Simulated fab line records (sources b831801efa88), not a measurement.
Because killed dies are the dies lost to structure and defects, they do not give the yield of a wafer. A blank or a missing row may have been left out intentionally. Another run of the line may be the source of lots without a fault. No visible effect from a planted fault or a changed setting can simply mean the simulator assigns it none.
Which tool did it? :: flow gf180mcu :: Sampling: 13 lots, 39 wafers, 2 of 602 route steps

== WHAT THE GAUGES SHOWED, per wafer ==
GF_CONTACT_RS_MEAS_25: uses a four-point probe to measure.
lot: L524
measured: day 16 09:04
on: filmMetro-01
CONTACT_W_RS (ohm/sq): 0.387 0.385 0.393

lot: L525
measured: day 16 19:26
on: filmMetro-04
CONTACT_W_RS (ohm/sq): 0.382 0.378 0.382

lot: L528
measured: day 17 14:04
on: filmMetro-03
CONTACT_W_RS (ohm/sq): 0.386 0.390 0.382

lot: L527
measured: day 17 16:48
on: filmMetro-04
CONTACT_W_RS (ohm/sq): 0.390 0.390 0.387

lot: L529
measured: day 18 00:50
on: filmMetro-04
CONTACT_W_RS (ohm/sq): 0.391 0.388 0.390

lot: L530
measured: day 18 09:30
on: filmMetro-04
CONTACT_W_RS (ohm/sq): 0.388 0.384 0.384

lot: L534
measured: day 19 20:56
on: filmMetro-03
CONTACT_W_RS (ohm/sq): 0.389 0.388 0.387

lot: L536
measured: day 20 15:16
on: filmMetro-04
CONTACT_W_RS (ohm/sq): 0.388 0.389 0.386

lot: L537
measured: day 20 20:32
on: filmMetro-03
CONTACT_W_RS (ohm/sq): 0.387 0.384 0.384

lot: L539
measured: day 21 19:33
on: filmMetro-04
CONTACT_W_RS (ohm/sq): 0.383 0.387 0.387

lot: L540
measured: day 22 00:41
on: filmMetro-01
CONTACT_W_RS (ohm/sq): 0.389 0.389 0.384

lot: L541
measured: day 22 08:39
on: filmMetro-04
CONTACT_W_RS (ohm/sq): 0.379 0.380 0.382

lot: L547
measured: day 24 06:50
on: filmMetro-03
CONTACT_W_RS (ohm/sq): 0.393 0.390 0.396

GF_CONTACT_THK_MEAS_26: measures by xrf.
lot: L524
measured: day 16 09:11
on: filmMetro-01
CONTACT_W_THK (nm): 305 302 300

lot: L525
measured: day 16 19:34
on: filmMetro-04
CONTACT_W_THK (nm): 310 316 311

lot: L528
measured: day 17 14:10
on: filmMetro-03
CONTACT_W_THK (nm): 305 301 308

lot: L527
measured: day 17 16:53
on: filmMetro-04
CONTACT_W_THK (nm): 306 308 309

lot: L529
measured: day 18 00:56
on: filmMetro-04
CONTACT_W_THK (nm): 305 309 307

lot: L530
measured: day 18 09:37
on: filmMetro-04
CONTACT_W_THK (nm): 308 310 311

lot: L534
measured: day 19 21:03
on: filmMetro-03
CONTACT_W_THK (nm): 302 305 306

lot: L536
measured: day 20 15:22
on: filmMetro-04
CONTACT_W_THK (nm): 307 304 308

lot: L537
measured: day 20 20:39
on: filmMetro-03
CONTACT_W_THK (nm): 308 308 310

lot: L539
measured: day 21 19:40
on: filmMetro-04
CONTACT_W_THK (nm): 313 309 310

lot: L540
measured: day 22 00:48
on: filmMetro-01
CONTACT_W_THK (nm): 301 301 307

lot: L541
measured: day 22 08:46
on: filmMetro-04
CONTACT_W_THK (nm): 314 314 312

lot: L547
measured: day 24 06:57
on: filmMetro-03
CONTACT_W_THK (nm): 302 304 301

== TOOL THAT RAN EACH LOT (tool first, then ch and the chambers of the sampled wafers, then the start) ==
There is no process step in the record ahead of these readings.

== WHAT THE TOOLS THEMSELVES READ (means of the sampled wafers that have a number; where no wafer has one, the mark that the record gives instead) ==
The record holds no such reading with a usual standard deviation.

== THE ANSWER, worked out from the rows above alone ==
Rule: the usual values come from the lots themselves. The widest of any qualifying gaps counts: lots, ordered by their means at a reading, are off when they make up no more than a third of the lots, leave a main group of 4 or more, and stand apart from it by 3 or more times the standard deviation of that group's means. The tables above print the reading to a certain number of digits; a main group whose means all agree to those digits is not used. Also off: a lot with no number at a reading for which 4 or more lots have one. Any other lot the step has rows for is counted as sound. Order of review: gauges by route order, followed by the tools' own readings, for which a lot's mean as printed above is used. At the first step where some lot is off, the reading lying furthest off is the one used; lots without a number count as furthest.
None of the lots is off at any reading shown; this tells nothing.

== WHAT HAD BEEN PUT IN BY THE SIMULATOR ==
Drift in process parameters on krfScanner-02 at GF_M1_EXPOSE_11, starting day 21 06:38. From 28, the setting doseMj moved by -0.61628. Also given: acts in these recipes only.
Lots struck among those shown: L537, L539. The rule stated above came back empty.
